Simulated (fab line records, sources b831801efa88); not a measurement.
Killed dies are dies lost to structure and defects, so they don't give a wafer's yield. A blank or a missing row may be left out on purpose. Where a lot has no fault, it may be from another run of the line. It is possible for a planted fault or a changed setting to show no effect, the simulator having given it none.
Chamber matching ; flow sky130 ; 3 sister chambers for SKY_VIA1_HDPCVD_00 on hdpcvd-01
The step deposits SiO2, target thk 1030 nm, time 171.7 s. 6 wafers are shown with their chamber, then 7 later ones without.

== EACH WAFER AND ITS CHAMBER ==
wafer;chamber;runLengthS (s);sih4FlowSccm (sccm)
L532.4;1;199.2;59.88
L536.1;1;199.5;59.83
L536.3;0;199.7;59.90
L536.6;0;199.8;59.91
L539.1;2;200.5;59.91
L539.5;2;200.5;59.68

== WAFERS WITHOUT THEIR CHAMBER ==
wafer;runLengthS (s);sih4FlowSccm (sccm)
L539.6;199.6;60.05
L538.3;201.1;60.03
L538.4;199.3;60.20
L538.5;201.4;60.33
L553.1;199.3;59.67
L553.4;199.9;59.92
L553.6;200.4;60.04

== CHAMBER TAKEN BY EACH ==
wafer;from the rows above;in truth
L539.6;can't be placed: 0 or 1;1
L538.3;2;2
L538.4;can't be placed: 1 or 0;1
L538.5;2;2
L553.1;1;1
L553.4;0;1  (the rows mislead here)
L553.6;2;2
Placed correctly: 4 of 7. Unplaceable from these rows: 2, with the true chamber sitting among the candidates in 2. 1 placed wrongly.
How it was worked out, from the rows above alone: a wafer's distance from a chamber is the root of the sum, over the readings, of the square of ((its reading less the chamber's mean) divided by the reading's scatter). The wafer belongs to the nearest chamber; if the next one is less than 2 further off, it can't be placed. Each chamber's mean is taken over the wafers shown for it. The scatter is the square root of a quotient: the sum, over the shown wafers, of each reading's squared deviation from its chamber's mean, divided by wafers minus chambers.
